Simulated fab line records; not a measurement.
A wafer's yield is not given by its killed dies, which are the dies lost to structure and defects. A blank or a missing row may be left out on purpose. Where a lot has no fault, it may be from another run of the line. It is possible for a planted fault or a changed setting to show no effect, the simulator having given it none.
The tool behind it: which one? / flow sky130 / Sampling: 24 lots, 72 wafers, 6 of 708 route steps

## WHAT THE GAUGES READ, wafer by wafer
SKY_FIELD_ISO_THK_MEAS_25. Usual: FIELD_ISO_CVD_24_THK typically reads 600 nm, with standard deviation 5.9.
lot=L074; measured=day 2 07:15; on=film-metro-01; FIELD_ISO_CVD_24_THK (nm)=594 602 590; flag=
lot=L075; measured=day 2 12:48; on=film-metro-03; FIELD_ISO_CVD_24_THK (nm)=598 602 599; flag=
lot=L076; measured=day 2 19:36; on=film-metro-03; FIELD_ISO_CVD_24_THK (nm)=599 604 605; flag=
lot=L077; measured=day 2 22:46; on=film-metro-02; FIELD_ISO_CVD_24_THK (nm)=603 605 600; flag=
lot=L078; measured=day 3 08:49; on=film-metro-02; FIELD_ISO_CVD_24_THK (nm)=600 596 608; flag=
lot=L079; measured=day 3 11:02; on=film-metro-02; FIELD_ISO_CVD_24_THK (nm)=594 598 597; flag=
lot=L080; measured=day 3 16:02; on=film-metro-01; FIELD_ISO_CVD_24_THK (nm)=602 597 596; flag=
lot=L081; measured=day 3 20:05; on=film-metro-02; FIELD_ISO_CVD_24_THK (nm)=599 601 599; flag=
lot=L082; measured=day 4 02:20; on=film-metro-02; FIELD_ISO_CVD_24_THK (nm)=608 602 608; flag=
lot=L083; measured=day 4 10:46; on=film-metro-01; FIELD_ISO_CVD_24_THK (nm)=598 607 598; flag=
lot=L084; measured=day 4 14:42; on=film-metro-02; FIELD_ISO_CVD_24_THK (nm)=607 604 608; flag=
lot=L085; measured=day 4 17:18; on=film-metro-02; FIELD_ISO_CVD_24_THK (nm)=607 599 606; flag=
lot=L086; measured=day 4 23:11; on=film-metro-01; FIELD_ISO_CVD_24_THK (nm)=593 600 597; flag=
lot=L087; measured=day 5 08:44; on=film-metro-03; FIELD_ISO_CVD_24_THK (nm)=596 599 602; flag=
lot=L088; measured=day 5 14:04; on=film-metro-01; FIELD_ISO_CVD_24_THK (nm)=590 601 593; flag=
lot=L090; measured=day 5 21:07; on=film-metro-02; FIELD_ISO_CVD_24_THK (nm)=590 590 591; flag=
lot=L089; measured=day 5 21:08; on=film-metro-03; FIELD_ISO_CVD_24_THK (nm)=599 592 600; flag=
lot=L091; measured=day 6 06:59; on=film-metro-01; FIELD_ISO_CVD_24_THK (nm)=604 598 601; flag=
lot=L092; measured=day 6 09:30; on=film-metro-02; FIELD_ISO_CVD_24_THK (nm)=599 609 604; flag=
lot=L094; measured=day 6 16:25; on=film-metro-02; FIELD_ISO_CVD_24_THK (nm)=594 582 587; flag=
lot=L093; measured=day 6 16:26; on=film-metro-01; FIELD_ISO_CVD_24_THK (nm)=601 606 616; flag=
lot=L095; measured=day 7 06:01; on=film-metro-02; FIELD_ISO_CVD_24_THK (nm)=596 613 601; flag=
lot=L096; measured=day 7 06:04; on=film-metro-01; FIELD_ISO_CVD_24_THK (nm)=614 602 602; flag=
lot=L097; measured=day 7 10:17; on=film-metro-03; FIELD_ISO_CVD_24_THK (nm)=600 599 595; flag=

SKY_CONTACT_THK_MEAS_03. Usual: CONTACT_HDPCVD_THK typically reads 565 nm, with standard deviation 5.5.
lot=L074; measured=day 29 20:18; on=film-metro-02; CONTACT_HDPCVD_THK (nm)=565 566 571; flag=
lot=L075; measured=day 30 12:04; on=film-metro-03; CONTACT_HDPCVD_THK (nm)=563 566 555; flag=
lot=L076; measured=day 30 21:52; on=film-metro-03; CONTACT_HDPCVD_THK (nm)=564 571 568; flag=
lot=L077; measured=day 31 01:42; on=film-metro-02; CONTACT_HDPCVD_THK (nm)=573 578 582; flag=
lot=L078; measured=day 31 19:03; on=film-metro-03; CONTACT_HDPCVD_THK (nm)=568 557 561; flag=
lot=L079; measured=day 31 19:46; on=film-metro-03; CONTACT_HDPCVD_THK (nm)=566 568 561; flag=
lot=L080; measured=day 32 06:46; on=film-metro-02; CONTACT_HDPCVD_THK (nm)=572 579 554; flag=
lot=L081; measured=day 32 13:47; on=film-metro-02; CONTACT_HDPCVD_THK (nm)=563 569 561; flag=
lot=L082; measured=day 32 22:51; on=film-metro-02; CONTACT_HDPCVD_THK (nm)=564 560 563; flag=
lot=L083; measured=day 33 21:44; on=film-metro-01; CONTACT_HDPCVD_THK (nm)=565 559 563; flag=
lot=L084; measured=day 34 01:05; on=film-metro-01; CONTACT_HDPCVD_THK (nm)=571 567 570; flag=
lot=L085; measured=day 34 03:00; on=film-metro-03; CONTACT_HDPCVD_THK (nm)=566 565 565; flag=
lot=L086; measured=day 34 19:32; on=film-metro-01; CONTACT_HDPCVD_THK (nm)=561 558 566; flag=
lot=L087; measured=day 35 11:35; on=film-metro-03; CONTACT_HDPCVD_THK (nm)=561 568 560; flag=
lot=L088; measured=day 35 22:02; on=film-metro-03; CONTACT_HDPCVD_THK (nm)=557 572 565; flag=
lot=L090; measured=day 36 04:50; on=film-metro-03; CONTACT_HDPCVD_THK (nm)=566 566 555; flag=
lot=L089; measured=day 36 03:57; on=film-metro-01; CONTACT_HDPCVD_THK (nm)=573 562 566; flag=
lot=L091; measured=day 36 07:53; on=film-metro-01; CONTACT_HDPCVD_THK (nm)=553 558 558; flag=
lot=L092; measured=day 36 09:22; on=film-metro-02; CONTACT_HDPCVD_THK (nm)=567 573 570; flag=
lot=L094; measured=day 36 18:56; on=film-metro-01; CONTACT_HDPCVD_THK (nm)=560 564 568; flag=
lot=L093; measured=day 36 13:22; on=film-metro-01; CONTACT_HDPCVD_THK (nm)=557 553 563; flag=
lot=L095; measured=day 37 17:32; on=film-metro-01; CONTACT_HDPCVD_THK (nm)=563 567 569; flag=
lot=L096; measured=day 37 19:17; on=film-metro-03; CONTACT_HDPCVD_THK (nm)=568 565 569; flag=
lot=L097; measured=day 38 10:57; on=film-metro-01; CONTACT_HDPCVD_THK (nm)=573 563 569; flag=

SKY_VIA2_OVL_MEAS_13. Usual: VIA2_OVL typically reads -1 nm, with standard deviation 5.8.
lot=L074; measured=day 35 16:56; on=overlay-01; VIA2_OVL (nm)=0 1 3; flag=
lot=L075; measured=day 36 06:37; on=overlay-01; VIA2_OVL (nm)=4 3 4; flag=
lot=L076; measured=day 36 18:21; on=overlay-02; VIA2_OVL (nm)=-2 -4 -2; flag=
lot=L077; measured=day 36 20:52; on=overlay-02; VIA2_OVL (nm)=7 2 4; flag=
lot=L078; measured=day 37 14:40; on=overlay-01; VIA2_OVL (nm)=-10 -11 -10; flag=
lot=L079; measured=day 37 14:42; on=overlay-02; VIA2_OVL (nm)=1 4 -5; flag=
lot=L080; measured=day 38 01:49; on=overlay-01; VIA2_OVL (nm)=-7 -5 -6; flag=
lot=L081; measured=day 38 07:55; on=overlay-02; VIA2_OVL (nm)=5 0 7; flag=
lot=L082; measured=day 38 15:55; on=overlay-01; VIA2_OVL (nm)=8 3 2; flag=
lot=L083; measured=day 39 15:30; on=overlay-02; VIA2_OVL (nm)=-5 -3 7; flag=
lot=L084; measured=day 39 17:21; on=overlay-01; VIA2_OVL (nm)=-9 -5 -3; flag=
lot=L085; measured=day 39 19:09; on=overlay-01; VIA2_OVL (nm)=8 3 7; flag=
lot=L086; measured=day 40 10:31; on=overlay-01; VIA2_OVL (nm)=-4 -3 -2; flag=
lot=L087; measured=day 41 01:53; on=overlay-01; VIA2_OVL (nm)=9 9 5; flag=
lot=L088; measured=day 41 10:40; on=overlay-02; VIA2_OVL (nm)=4 -2 1; flag=
lot=L090; measured=day 41 17:31; on=overlay-02; VIA2_OVL (nm)=-11 -12 -8; flag=
lot=L089; measured=day 41 16:22; on=overlay-01; VIA2_OVL (nm)=3 8 6; flag=
lot=L091; measured=day 41 20:19; on=overlay-02; VIA2_OVL (nm)=7 7 0; flag=
lot=L092; measured=day 41 21:14; on=overlay-02; VIA2_OVL (nm)=-2 -6 -7; flag=
lot=L094; measured=day 42 05:29; on=overlay-02; VIA2_OVL (nm)=-2 3 -4; flag=
lot=L093; measured=day 42 01:22; on=overlay-01; VIA2_OVL (nm)=-11 -8 -6; flag=
lot=L095; measured=day 43 03:28; on=overlay-02; VIA2_OVL (nm)=1 -5 -2; flag=
lot=L096; measured=day 43 03:55; on=overlay-02; VIA2_OVL (nm)=6 3 -6; flag=
lot=L097; measured=day 43 15:57; on=overlay-01; VIA2_OVL (nm)=-9 0 -9; flag=

SKY_CAP2M_OVL_MEAS_12. Usual: CAP2M_OVL typically reads -0.1 nm, with standard deviation 1.5.
lot=L074; measured=day 40 03:37; on=overlay-02; CAP2M_OVL (nm)=-0.3 1.0 1.6; flag=
lot=L075; measured=day 40 17:50; on=overlay-01; CAP2M_OVL (nm)=-0.8 -2.1 -0.5; flag=
lot=L076; measured=day 41 04:17; on=overlay-02; CAP2M_OVL (nm)=2.9 1.1 0.8; flag=
lot=L077; measured=day 41 07:20; on=overlay-01; CAP2M_OVL (nm)=0.0 -0.4 0.9; flag=
lot=L078; measured=day 41 23:56; on=overlay-01; CAP2M_OVL (nm)=-0.2 -1.6 -1.2; flag=
lot=L079; measured=day 42 00:18; on=overlay-02; CAP2M_OVL (nm)=0.0 0.1 0.6; flag=
lot=L080; measured=day 42 08:24; on=overlay-01; CAP2M_OVL (nm)=-2.9 -1.0 -1.5; flag=
lot=L081; measured=day 42 15:02; on=overlay-01; CAP2M_OVL (nm)=-1.4 -1.2 -2.6; flag=
lot=L082; measured=day 42 23:43; on=overlay-02; CAP2M_OVL (nm)=2.4 0.8 1.8; flag=
lot=L083; measured=day 43 20:09; on=overlay-01; CAP2M_OVL (nm)=1.1 0.3 0.0; flag=
lot=L084; measured=day 43 21:29; on=overlay-02; CAP2M_OVL (nm)=0.1 0.0 -0.1; flag=
lot=L085; measured=day 44 03:00; on=overlay-01; CAP2M_OVL (nm)=0.8 -0.4 0.2; flag=
lot=L086; measured=day 44 11:59; on=overlay-02; CAP2M_OVL (nm)=0.3 -0.1 1.7; flag=
lot=L087; measured=day 45 03:02; on=overlay-02; CAP2M_OVL (nm)=-0.7 -1.9 -1.9; flag=
lot=L088; measured=day 45 10:36; on=overlay-01; CAP2M_OVL (nm)=-3.0 -2.6 -1.8; flag=
lot=L090; measured=day 45 16:04; on=overlay-02; CAP2M_OVL (nm)=1.0 1.1 1.8; flag=
lot=L089; measured=day 45 14:41; on=overlay-01; CAP2M_OVL (nm)=-1.6 -1.5 -1.9; flag=
lot=L091; measured=day 45 18:24; on=overlay-02; CAP2M_OVL (nm)=3.3 2.9 1.0; flag=
lot=L092; measured=day 45 20:49; on=overlay-01; CAP2M_OVL (nm)=0.0 0.1 1.0; flag=
lot=L094; measured=day 46 02:59; on=overlay-01; CAP2M_OVL (nm)=2.4 1.9 1.7; flag=
lot=L093; measured=day 45 23:26; on=overlay-02; CAP2M_OVL (nm)=1.0 0.1 1.1; flag=
lot=L095; measured=day 46 23:11; on=overlay-02; CAP2M_OVL (nm)=-1.5 -2.7 -1.5; flag=
lot=L096; measured=day 46 23:44; on=overlay-01; CAP2M_OVL (nm)=-0.9 -3.0 -2.6; flag=
lot=L097; measured=day 47 07:22; on=overlay-02; CAP2M_OVL (nm)=1.8 1.7 -0.5; flag=

## EACH LOT AND THE TOOL THAT RAN IT (in order: tool; ch and the chambers of the sampled wafers; start)
lot=L074; SKY_CONTACT_CVD_00=pecvd-04 ch 0,2, day 29 20:08; SKY_METAL2_STRIP_20=plasma-asher-03 ch 0,1, day 34 13:22
lot=L075; SKY_CONTACT_CVD_00=pecvd-04 ch 0,2, day 30 11:53; SKY_METAL2_STRIP_20=plasma-asher-04 ch 0,1, day 35 02:55
lot=L076; SKY_CONTACT_CVD_00=pecvd-01 ch 0,2, day 30 21:41; SKY_METAL2_STRIP_20=plasma-asher-03 ch 0,1, day 35 14:31
lot=L077; SKY_CONTACT_CVD_00=pecvd-02 ch 0,2, day 31 01:32; SKY_METAL2_STRIP_20=plasma-asher-01 ch 0, day 35 17:37
lot=L078; SKY_CONTACT_CVD_00=pecvd-02 ch 1,2, day 31 18:52; SKY_METAL2_STRIP_20=plasma-asher-03 ch 0,1, day 36 10:55
lot=L079; SKY_CONTACT_CVD_00=pecvd-04 ch 1,2, day 31 19:35; SKY_METAL2_STRIP_20=plasma-asher-01 ch 0,1, day 36 11:14
lot=L080; SKY_CONTACT_CVD_00=pecvd-04 ch 0,1,2, day 32 06:33; SKY_METAL2_STRIP_20=plasma-asher-03 ch 1, day 36 22:50
lot=L081; SKY_CONTACT_CVD_00=pecvd-02 ch 0,2, day 32 13:36; SKY_METAL2_STRIP_20=plasma-asher-03 ch 0,1, day 37 05:29
lot=L082; SKY_CONTACT_CVD_00=pecvd-02 ch 0,1,2, day 32 22:41; SKY_METAL2_STRIP_20=plasma-asher-01 ch 0,1, day 37 12:47
lot=L083; SKY_CONTACT_CVD_00=pecvd-04 ch 0,1,2, day 33 21:34; SKY_METAL2_STRIP_20=plasma-asher-01 ch 0,1, day 38 13:07
lot=L084; SKY_CONTACT_CVD_00=pecvd-01 ch 1,2, day 34 00:54; SKY_METAL2_STRIP_20=plasma-asher-01 ch 0,1, day 38 15:26
lot=L085; SKY_CONTACT_CVD_00=pecvd-04 ch 1,2, day 34 02:47; SKY_METAL2_STRIP_20=plasma-asher-03 ch 0,1, day 38 17:13
lot=L086; SKY_CONTACT_CVD_00=pecvd-04 ch 0,1,2, day 34 19:22; SKY_METAL2_STRIP_20=plasma-asher-03 ch 0,1, day 39 08:08
lot=L087; SKY_CONTACT_CVD_00=pecvd-04 ch 0,2, day 35 11:24; SKY_METAL2_STRIP_20=plasma-asher-03 ch 0,1, day 40 00:11
lot=L088; SKY_CONTACT_CVD_00=pecvd-01 ch 0,2, day 35 21:51; SKY_METAL2_STRIP_20=plasma-asher-04 ch 0,1, day 40 09:49
lot=L090; SKY_CONTACT_CVD_00=pecvd-04 ch 2, day 36 04:39; SKY_METAL2_STRIP_20=plasma-asher-03 ch 1, day 40 16:43
lot=L089; SKY_CONTACT_CVD_00=pecvd-02 ch 1,2, day 36 03:46; SKY_METAL2_STRIP_20=plasma-asher-04 ch 0,1, day 40 16:24
lot=L091; SKY_CONTACT_CVD_00=pecvd-02 ch 1,2, day 36 07:41; SKY_METAL2_STRIP_20=plasma-asher-03 ch 0,1, day 40 19:02
lot=L092; SKY_CONTACT_CVD_00=pecvd-02 ch 1,2, day 36 09:11; SKY_METAL2_STRIP_20=plasma-asher-03 ch 0,1, day 40 20:11
lot=L094; SKY_CONTACT_CVD_00=pecvd-01 ch 1,2, day 36 18:46; SKY_METAL2_STRIP_20=plasma-asher-04 ch 0,1, day 41 04:02
lot=L093; SKY_CONTACT_CVD_00=pecvd-04 ch 0,1,2, day 36 13:11; SKY_METAL2_STRIP_20=plasma-asher-03 ch 0,1, day 41 00:13
lot=L095; SKY_CONTACT_CVD_00=pecvd-01 ch 0,1,2, day 37 17:22; SKY_METAL2_STRIP_20=plasma-asher-03 ch 0,1, day 42 02:43
lot=L096; SKY_CONTACT_CVD_00=pecvd-02 ch 0,1,2, day 37 19:07; SKY_METAL2_STRIP_20=plasma-asher-01 ch 0,1, day 42 03:52
lot=L097; SKY_CONTACT_CVD_00=pecvd-02 ch 0,1,2, day 38 10:47; SKY_METAL2_STRIP_20=plasma-asher-04 ch 0,1, day 42 15:56
- SKY_CONTACT_CVD_00: deposits Si3N4, target thk 75 nm.
- SKY_METAL2_STRIP_20: strips in O2/N2.

## AS READ BY THE TOOLS THEMSELVES (means over the sampled wafers that have a number; for cases with no such wafer, the mark the record gives instead)
SKY_CONTACT_CVD_00. Usual: heater-power-w at 699 W, with a standard deviation of 58.
lot=L074; tool=pecvd-04; heater-power-w (W)=650; flag=
lot=L075; tool=pecvd-04; heater-power-w (W)=647; flag=
lot=L076; tool=pecvd-01; heater-power-w (W)=687; flag=
lot=L077; tool=pecvd-02; heater-power-w (W)=782; flag=
lot=L078; tool=pecvd-02; heater-power-w (W)=769; flag=
lot=L079; tool=pecvd-04; heater-power-w (W)=668; flag=
lot=L080; tool=pecvd-04; heater-power-w (W)=621; flag=
lot=L081; tool=pecvd-02; heater-power-w (W)=679; flag=
lot=L082; tool=pecvd-02; heater-power-w (W)=700; flag=
lot=L083; tool=pecvd-04; heater-power-w (W)=659; flag=
lot=L084; tool=pecvd-01; heater-power-w (W)=718; flag=
lot=L085; tool=pecvd-04; heater-power-w (W)=711; flag=
lot=L086; tool=pecvd-04; heater-power-w (W)=662; flag=
lot=L087; tool=pecvd-04; heater-power-w (W)=669; flag=
lot=L088; tool=pecvd-01; heater-power-w (W)=768; flag=
lot=L090; tool=pecvd-04; heater-power-w (W)=645; flag=
lot=L089; tool=pecvd-02; heater-power-w (W)=794; flag=
lot=L091; tool=pecvd-02; heater-power-w (W)=733; flag=
lot=L092; tool=pecvd-02; heater-power-w (W)=754; flag=
lot=L094; tool=pecvd-01; heater-power-w (W)=746; flag=
lot=L093; tool=pecvd-04; heater-power-w (W)=712; flag=
lot=L095; tool=pecvd-01; heater-power-w (W)=698; flag=
lot=L096; tool=pecvd-02; heater-power-w (W)=695; flag=
lot=L097; tool=pecvd-02; heater-power-w (W)=713; flag=

SKY_METAL2_STRIP_20. Usual: drypump-motor-current-A 5.7 A, standard deviation 0.42; oes-product-au 0.339 a.u., standard deviation 0.0052; strip-time-to-endpoint-s 2.64 s, standard deviation 0.059.
lot=L074; tool=plasma-asher-03; drypump-motor-current-A (A)=5.9; oes-product-au (a.u.)=0.340; strip-time-to-endpoint-s (s)=2.60; flag=
lot=L075; tool=plasma-asher-04; drypump-motor-current-A (A)=5.3; oes-product-au (a.u.)=0.339; strip-time-to-endpoint-s (s)=2.63; flag=
lot=L076; tool=plasma-asher-03; drypump-motor-current-A (A)=5.9; oes-product-au (a.u.)=0.337; strip-time-to-endpoint-s (s)=2.58; flag=
lot=L077; tool=plasma-asher-01; drypump-motor-current-A (A)=5.8; oes-product-au (a.u.)=0.343; strip-time-to-endpoint-s (s)=2.71; flag=
lot=L078; tool=plasma-asher-03; drypump-motor-current-A (A)=6.0; oes-product-au (a.u.)=0.336; strip-time-to-endpoint-s (s)=2.56; flag=
lot=L079; tool=plasma-asher-01; drypump-motor-current-A (A)=5.6; oes-product-au (a.u.)=0.340; strip-time-to-endpoint-s (s)=2.62; flag=
lot=L080; tool=plasma-asher-03; drypump-motor-current-A (A)=5.7; oes-product-au (a.u.)=0.333; strip-time-to-endpoint-s (s)=2.56; flag=
lot=L081; tool=plasma-asher-03; drypump-motor-current-A (A)=6.0; oes-product-au (a.u.)=0.334; strip-time-to-endpoint-s (s)=2.56; flag=
lot=L082; tool=plasma-asher-01; drypump-motor-current-A (A)=5.4; oes-product-au (a.u.)=0.340; strip-time-to-endpoint-s (s)=2.68; flag=
lot=L083; tool=plasma-asher-01; drypump-motor-current-A (A)=5.6; oes-product-au (a.u.)=0.339; strip-time-to-endpoint-s (s)=2.64; flag=
lot=L084; tool=plasma-asher-01; drypump-motor-current-A (A)=5.3; oes-product-au (a.u.)=0.341; strip-time-to-endpoint-s (s)=2.68; flag=
lot=L085; tool=plasma-asher-03; drypump-motor-current-A (A)=5.9; oes-product-au (a.u.)=0.338; strip-time-to-endpoint-s (s)=2.68; flag=
lot=L086; tool=plasma-asher-03; drypump-motor-current-A (A)=6.0; oes-product-au (a.u.)=0.337; strip-time-to-endpoint-s (s)=2.61; flag=
lot=L087; tool=plasma-asher-03; drypump-motor-current-A (A)=5.9; oes-product-au (a.u.)=0.341; strip-time-to-endpoint-s (s)=2.69; flag=
lot=L088; tool=plasma-asher-04; drypump-motor-current-A (A)=5.3; oes-product-au (a.u.)=0.342; strip-time-to-endpoint-s (s)=2.66; flag=
lot=L090; tool=plasma-asher-03; drypump-motor-current-A (A)=5.7; oes-product-au (a.u.)=0.337; strip-time-to-endpoint-s (s)=2.53; flag=
lot=L089; tool=plasma-asher-04; drypump-motor-current-A (A)=5.6; oes-product-au (a.u.)=0.342; strip-time-to-endpoint-s (s)=2.67; flag=
lot=L091; tool=plasma-asher-03; drypump-motor-current-A (A)=5.9; oes-product-au (a.u.)=0.334; strip-time-to-endpoint-s (s)=2.57; flag=
lot=L092; tool=plasma-asher-03; drypump-motor-current-A (A)=5.9; oes-product-au (a.u.)=0.340; strip-time-to-endpoint-s (s)=2.71; flag=
lot=L094; tool=plasma-asher-04; drypump-motor-current-A (A)=5.6; oes-product-au (a.u.)=0.339; strip-time-to-endpoint-s (s)=2.66; flag=
lot=L093; tool=plasma-asher-03; drypump-motor-current-A (A)=5.9; oes-product-au (a.u.)=0.342; strip-time-to-endpoint-s (s)=2.69; flag=
lot=L095; tool=plasma-asher-03; drypump-motor-current-A (A)=6.0; oes-product-au (a.u.)=0.342; strip-time-to-endpoint-s (s)=2.59; flag=
lot=L096; tool=plasma-asher-01; drypump-motor-current-A (A)=5.6; oes-product-au (a.u.)=0.337; strip-time-to-endpoint-s (s)=2.62; flag=
lot=L097; tool=plasma-asher-04; drypump-motor-current-A (A)=5.6; oes-product-au (a.u.)=0.336; strip-time-to-endpoint-s (s)=2.67; flag=

## THE ANSWER, worked out from the rows above alone
Rule: take the mean of a lot's wafers that have a number; if it is more than 3 standard deviations from the usual mean, the lot is off. A lot without any number at a reading at which 4 lots or more have one is off too. All remaining lots with rows at the step are treated as sound. The gauges are gone through in route order, then the tools' own readings, and for those a lot's mean is taken as printed above. At the first step where some lot is off, the reading lying furthest off is the one used; lots without a number count as furthest.
No lot is off on any of the readings shown, so nothing can be concluded from this.

## WHAT THE SIMULATOR HAD PUT IN
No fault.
